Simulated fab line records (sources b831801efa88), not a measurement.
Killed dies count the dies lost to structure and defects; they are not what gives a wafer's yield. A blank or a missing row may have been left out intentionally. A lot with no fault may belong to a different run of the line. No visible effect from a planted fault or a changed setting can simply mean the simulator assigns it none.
Which of the tools did it? -- flow gf180mcu -- 24 lots, 72 wafers sampled, at 6 steps of a route of 602

## WHAT THE GAUGES SHOWED, per wafer
GF_V1_THK_MEAS_25: measures by xrf.
lot,measured,on,V1_W_THK (nm)
L074,day 18 05:14,film_metro-03,356 359 361
L075,day 18 11:10,film_metro-02,364 363 364
L076,day 18 19:22,film_metro-01,341 341 343
L077,day 19 07:08,film_metro-03,348 347 344
L078,day 19 16:26,film_metro-01,352 350 352
L079,day 20 02:16,film_metro-01,346 348 342
L080,day 20 17:15,film_metro-03,353 352 352
L081,day 20 19:54,film_metro-03,353 354 358
L082,day 21 09:20,film_metro-03,354 354 353
L083,day 21 19:14,film_metro-03,352 354 356
L084,day 22 01:14,film_metro-03,355 354 356
L085,day 22 10:15,film_metro-02,358 345 351
L086,day 22 18:16,film_metro-03,359 357 358
L087,day 22 21:44,film_metro-02,357 354 355
L088,day 23 11:44,film_metro-03,345 342 347
L089,day 23 17:02,film_metro-02,351 349 343
L090,day 24 04:47,film_metro-03,352 345 352
L091,day 24 07:53,film_metro-02,351 345 345
L092,day 24 22:28,film_metro-02,347 348 354
L093,day 25 01:03,film_metro-01,345 349 348
L094,day 25 10:16,film_metro-01,353 350 349
L095,day 25 16:02,film_metro-03,350 351 351
L096,day 26 01:53,film_metro-03,347 356 356
L097,day 26 08:51,film_metro-03,348 344 347

GF_M4_CD_MEAS_14: the cd target is 280 nm.
lot,measured,on,cd_nm (nm)
L074,day 23 12:04,cd_sem-02,281.1 279.5 281.3
L075,day 23 21:20,cd_sem-01,280.9 281.5 281.1
L076,day 24 00:19,cd_sem-01,279.5 279.7 279.6
L077,day 24 12:14,cd_sem-01,279.9 279.5 279.7
L078,day 24 19:48,cd_sem-01,278.4 278.7 279.0
L079,day 25 03:59,cd_sem-01,280.1 280.8 280.5
L080,day 25 17:23,cd_sem-02,280.5 280.6 281.1
L081,day 25 22:40,cd_sem-02,280.5 281.0 279.2
L082,day 26 06:38,cd_sem-02,281.2 279.3 280.2
L083,day 26 18:48,cd_sem-01,280.1 280.3 281.2
L084,day 26 22:46,cd_sem-01,279.9 280.1 280.9
L085,day 27 04:01,cd_sem-02,280.3 280.3 281.8
L086,day 27 13:21,cd_sem-02,282.5 282.8 283.2
L087,day 27 16:38,cd_sem-01,278.9 279.3 278.5
L088,day 28 02:12,cd_sem-02,277.9 277.3 279.3
L089,day 28 08:10,cd_sem-02,279.6 279.6 279.1
L090,day 28 19:55,cd_sem-02,279.8 279.6 280.7
L091,day 28 21:32,cd_sem-01,282.3 282.3 282.6
L092,day 29 15:03,cd_sem-02,280.7 279.8 280.2
L093,day 29 15:30,cd_sem-02,281.6 281.1 281.3
L094,day 29 19:53,cd_sem-01,280.0 280.7 280.2
L095,day 30 02:13,cd_sem-01,281.2 281.0 281.8
L096,day 30 10:41,cd_sem-02,282.7 282.7 281.3
L097,day 30 16:44,cd_sem-02,281.8 278.7 279.9

GF_V4_THK_MEAS_01.
lot,measured,on,V4_CVD_00_THK (nm)
L074,day 23 12:56,film_metro-01,609 599 597
L075,day 23 22:19,film_metro-03,605 604 608
L076,day 24 01:11,film_metro-01,607 607 612
L077,day 24 13:07,film_metro-03,602 609 610
L078,day 24 20:40,film_metro-04,605 608 603
L079,day 25 05:11,film_metro-03,605 608 605
L080,day 25 18:22,film_metro-03,598 593 600
L081,day 25 23:32,film_metro-01,607 612 603
L082,day 26 07:31,film_metro-01,601 595 598
L083,day 26 19:40,film_metro-01,599 588 599
L084,day 26 23:38,film_metro-01,610 605 606
L085,day 27 04:54,film_metro-04,606 598 598
L086,day 27 14:13,film_metro-03,604 597 597
L087,day 27 17:30,film_metro-01,595 604 596
L088,day 28 03:04,film_metro-04,613 600 603
L089,day 28 09:02,film_metro-03,611 598 601
L090,day 28 20:49,film_metro-04,606 593 592
L091,day 28 22:26,film_metro-01,602 595 601
L092,day 29 15:55,film_metro-03,608 597 600
L093,day 29 16:21,film_metro-01,602 596 609
L094,day 29 20:47,film_metro-03,603 605 610
L095,day 30 03:12,film_metro-01,592 592 605
L096,day 30 11:34,film_metro-01,602 597 594
L097,day 30 17:36,film_metro-01,601 594 601

GF_V4_RS_MEAS_24: the measuring method here is four-point-probe.
lot,measured,on,V4_W_RS (ohm/sq)
L074,day 24 13:14,film_metro-01,0.325 0.329 0.330
L075,day 24 22:28,film_metro-03,0.333 0.336 0.336
L076,day 25 00:39,film_metro-03,0.323 0.322 0.323
L077,day 25 11:06,film_metro-04,0.328 0.329 0.332
L078,day 25 21:25,film_metro-01,0.325 0.322 0.324
L079,day 26 03:55,film_metro-03,0.329 0.327 0.324
L080,day 26 17:04,film_metro-04,0.329 0.327 0.328
L081,day 26 21:43,film_metro-04,0.326 0.326 0.323
L082,day 27 05:38,film_metro-03,0.332 0.323 0.330
L083,day 27 17:20,film_metro-03,0.323 0.323 0.322
L084,day 27 21:35,film_metro-01,0.328 0.328 0.329
L085,day 28 02:18,film_metro-01,0.328 0.327 0.325
L086,day 28 12:17,film_metro-01,0.330 0.329 0.332
L087,day 28 14:11,film_metro-03,0.333 0.325 0.326
L088,day 28 23:53,film_metro-03,0.328 0.332 0.328
L089,day 29 06:05,film_metro-01,0.322 0.324 0.323
L090,day 29 17:01,film_metro-04,0.330 0.331 0.331
L091,day 29 19:36,film_metro-01,0.329 0.328 0.331
L092,day 30 12:51,film_metro-03,0.332 0.325 0.329
L093,day 30 13:04,film_metro-04,0.330 0.334 0.326
L094,day 30 17:36,film_metro-04,0.327 0.328 0.330
L095,day 30 22:50,film_metro-01,0.327 0.325 0.325
L096,day 31 06:53,film_metro-01,0.330 0.325 0.325
L097,day 31 12:46,film_metro-04,0.332 0.331 0.331

GF_PASSIVATION_BOW_MEAS_14.
lot,measured,on,PASSIVATION_BOW (um)
L074,day 29 01:59,film_metro-04,136 137 134
L075,day 29 13:28,film_metro-03,125 133 126
L076,day 29 14:16,film_metro-04,147 137 133
L077,day 29 21:40,film_metro-04,125 117 127
L078,day 30 06:47,film_metro-04,132 127 141
L079,day 30 12:57,film_metro-01,171 166 167
L080,day 31 00:57,film_metro-01,153 155 161
L081,day 31 05:23,film_metro-04,124 132 144
L082,day 31 10:25,film_metro-04,141 131 138
L083,day 31 21:10,film_metro-04,147 133 140
L084,day 32 00:25,film_metro-03,156 134 141
L085,day 32 05:16,film_metro-01,123 132 131
L086,day 32 13:35,film_metro-03,130 132 121
L087,day 32 15:11,film_metro-01,150 155 135
L088,day 32 23:32,film_metro-04,136 144 140
L089,day 33 05:02,film_metro-03,112 110 110
L090,day 33 13:52,film_metro-03,157 135 144
L091,day 33 16:36,film_metro-03,121 129 136
L092,day 34 06:34,film_metro-01,136 144 134
L093,day 34 07:00,film_metro-03,127 129 116
L094,day 34 10:49,film_metro-04,131 138 135
L095,day 34 15:46,film_metro-01,134 125 139
L096,day 34 21:00,film_metro-03,140 130 128
L097,day 35 02:23,film_metro-01,116 121 134

## TOOL THAT RAN EACH LOT (tool first, then ch and the chambers of the sampled wafers, then the start)
lot,GF_V5_CVD_02
L074,"pecvd-01 ch 0,1, day 26 08:59"
L075,"pecvd-03 ch 1, day 26 21:10"
L076,"pecvd-01 ch 1,2, day 26 21:49"
L077,"pecvd-02 ch 0,1,2, day 27 06:37"
L078,"pecvd-01 ch 0,1, day 27 16:07"
L079,"pecvd-01 ch 1,2, day 27 23:11"
L080,"pecvd-01 ch 0,2, day 28 11:49"
L081,"pecvd-02 ch 0,1, day 28 16:13"
L082,"pecvd-03 ch 1,2, day 28 22:07"
L083,"pecvd-03 ch 0,2, day 29 09:52"
L084,"pecvd-03 ch 0,1,2, day 29 14:24"
L085,"pecvd-03 ch 0,1,2, day 29 18:49"
L086,"pecvd-03 ch 0,1,2, day 30 04:41"
L087,"pecvd-02 ch 1,2, day 30 06:40"
L088,"pecvd-02 ch 0,1,2, day 30 15:32"
L089,"pecvd-03 ch 0,1,2, day 30 21:02"
L090,"pecvd-03 ch 0,1,2, day 31 07:10"
L091,"pecvd-01 ch 0,1,2, day 31 10:14"
L092,"pecvd-01 ch 1,2, day 32 01:44"
L093,"pecvd-02 ch 0,1, day 32 02:22"
L094,"pecvd-01 ch 0,1,2, day 32 06:33"
L095,"pecvd-01 ch 0,1, day 32 11:39"
L096,"pecvd-01 ch 0,1, day 32 18:36"
L097,"pecvd-01 ch 1,2, day 32 23:58"
- GF_V5_CVD_02: deposits SiO2 from TEOS, target thk 1450 nm, time 163.28 s.

## AS READ BY THE TOOLS THEMSELVES (means over the sampled wafers that have a number; for cases with no such wafer, the mark the record gives instead)
GF_V5_CVD_02.
lot,tool,heater_power_w (W)
L074,pecvd-01,727
L075,pecvd-03,461
L076,pecvd-01,688
L077,pecvd-02,687
L078,pecvd-01,715
L079,pecvd-01,719
L080,pecvd-01,688
L081,pecvd-02,628
L082,pecvd-03,602
L083,pecvd-03,744
L084,pecvd-03,672
L085,pecvd-03,630
L086,pecvd-03,653
L087,pecvd-02,789
L088,pecvd-02,586
L089,pecvd-03,640
L090,pecvd-03,678
L091,pecvd-01,704
L092,pecvd-01,696
L093,pecvd-02,698
L094,pecvd-01,754
L095,pecvd-01,731
L096,pecvd-01,763
L097,pecvd-01,715

## THE ANSWER, worked out from the rows above alone
Rule: what is usual is taken from the lots themselves. The widest of any qualifying gaps counts: lots, ordered by their means at a reading, are off when they make up no more than a third of the lots, leave a main group of 4 or more, and stand apart from it by 3 or more times the standard deviation of that group's means. A main group is skipped when, at the precision printed for the reading in the tables above, its means are all equal. Also off: a lot with no number at a reading for which 4 or more lots have one. All remaining lots with rows at the step are treated as sound. The gauges are gone through in route order, then the tools' own readings, and for those a lot's mean is taken as printed above. At the first step where some lot is off, the reading lying furthest off is the one used; lots without a number count as furthest.
No lot is off at any reading shown: from this, nothing can be told.

## WHAT WAS PUT IN BY THE SIMULATOR
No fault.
